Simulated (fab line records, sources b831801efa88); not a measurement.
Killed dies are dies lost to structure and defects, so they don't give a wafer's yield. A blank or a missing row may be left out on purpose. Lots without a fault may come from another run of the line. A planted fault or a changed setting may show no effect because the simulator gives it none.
One fault seen from 2 desks | flow sky130 | each desk has only its own numbers; what lay behind them comes last

THE METROLOGY DESK
What the gauges read, lot by lot, whatever tool the lot ran on: means of the sampled wafers that have a number. A lot is out of limits, marked OUT, if its mean lies more than 4 standard deviations from the usual mean; the brackets give that distance.
Columns: A = cd_nm at SKY_METAL4_CD_MEAS_13, usual 300.1 nm; B = VIA4_OVL at SKY_VIA4_OVL_MEAS_11, usual 0.4 nm
lot  | first seen here | A     | B
L891 | day 41 18:53    | 300.6 | 0.3
L892 | day 42 05:37    | 300.7 | 0.4
L893 | day 42 12:58    | 300.7 | 3.0
L896 | day 43 07:28    | 303.0 | -0.4
L894 | day 43 08:17    | 301.7 | 0.0
L895 | day 43 11:45    | 299.0 | -1.3
L897 | day 43 19:55    | 300.6 | 2.0
L899 | day 44 03:36    | 300.0 | -1.3
L903 | day 45 07:50    | 301.1 | 0.6
L908 | day 46 15:34    | 299.1 | 0.5
L912 | day 47 15:20    | 300.2 | 2.7
L913 | day 47 18:55    | 300.9 | 1.8
L914 | day 48 01:53    | 300.0 | 2.7
This desk's finding: nothing out of limits on any of the 13 lots.

THE TOOL OWNER'S DESK: pvd_sputter-03
The tool's own readings at SKY_METAL5_SPUTTER_03 (material Ti, target thk 5 nm, time 3.3 s): means of the sampled wafers that have a number, for each lot that ran on this tool. A lot is out of limits, marked OUT, if its mean lies more than 4 standard deviations from the usual mean; the brackets give that distance.
Columns: A = cathode_dc_power_W at SKY_METAL5_SPUTTER_03, usual 3000.0 W; B = throttle_valve_pct at SKY_METAL5_SPUTTER_03, usual 30.5 %
lot  | first seen here | A                        | B
L891 | day 42 21:24    | 3000.4                   | 29.8
L896 | day 44 08:42    | 3000.4                   | 30.0
L894 | day 44 09:26    | 2999.6                   | 29.8
L908 | day 47 15:25    | 2887.5 (-99 or more) OUT | 30.5
L912 | day 48 14:40    | 2943.0 (-95) OUT         | 30.3
This desk's finding: out of limits on L908, L912; first on L908, day 47 15:25 (cathode_dc_power_W at SKY_METAL5_SPUTTER_03). In limits: L891, L896, L894.

PUT TOGETHER
The tool owner's desk could have raised an alarm at day 47 15:25, on L908, L912.
The metrology desk saw nothing out of limits.
The metrology desk has L908, L912 on record, within its limits.
Of the lots named, all ran SKY_METAL5_SPUTTER_03 on pvd_sputter-03.

WHAT THE SIMULATOR HAD PUT IN
Process parameter drift: pvd_sputter-03, from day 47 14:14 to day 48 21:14, at SKY_METAL5_SPUTTER_03. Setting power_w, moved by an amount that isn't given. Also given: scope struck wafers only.
Lots struck among those shown: L908, L912.
Hours from the fault's start to each desk's first reading out of limits: the tool owner's desk, 1.
